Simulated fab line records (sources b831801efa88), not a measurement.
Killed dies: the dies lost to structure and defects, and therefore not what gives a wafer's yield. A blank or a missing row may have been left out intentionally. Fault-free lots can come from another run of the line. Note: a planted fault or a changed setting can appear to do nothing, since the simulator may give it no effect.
The tool behind it: which one? ; flow gf180mcu ; route of 602 steps, sampled at 1 step: 7 lots, 21 wafers

WHAT EACH GAUGE READ, for each wafer
GF_M3_RS_MEAS_05: a four-point-probe measurement.
lot;measured;on;M3_ALCU_RS (ohm/sq)
L916;day 20 22:45;filmMetro-02;0.0701 0.0696 0.0703
L919;day 22 08:27;filmMetro-04;0.0696 0.0698 0.0698
L925;day 24 08:16;filmMetro-02;0.0682 0.0680 0.0684
L928;day 25 06:04;filmMetro-02;0.0691 0.0697 0.0694
L931;day 26 07:01;filmMetro-04;0.0686 0.0704 0.0691
L934;day 27 05:03;filmMetro-01;0.0695 0.0701 0.0698
L938;day 28 09:50;filmMetro-01;0.0692 0.0710 0.0707

WHAT TOOL EACH LOT RAN ON (gives the tool, then ch and the chambers of the sampled wafers, and finally the start)
Before these readings, the record contains no process step.

THE ANSWER, worked out from the rows above alone
Rule: what is usual is taken from the lots themselves. The widest of any qualifying gaps counts: lots, ordered by their means at a reading, are off when they make up no more than a third of the lots, leave a main group of 4 or more, and stand apart from it by 3 or more times the standard deviation of that group's means. Not used: any main group whose means are identical at the precision the tables above print for the reading. A lot without any number at a reading at which 4 lots or more have one is off too. Any other lot the step has rows for is counted as sound.
Off: at GF_M3_RS_MEAS_05 (M3_ALCU_RS), L925. For the main group the mean is 0.0698 ohm/sq and the standard deviation 0.00033.
If a tool, at a process step before that reading, ran all the lots that are off and no sound lot after the first of them, it fits. Those tools and the gauges at GF_M3_RS_MEAS_05 are tried in the same way. Of those tried, none fits.

WHAT THE SIMULATOR HAD PUT IN
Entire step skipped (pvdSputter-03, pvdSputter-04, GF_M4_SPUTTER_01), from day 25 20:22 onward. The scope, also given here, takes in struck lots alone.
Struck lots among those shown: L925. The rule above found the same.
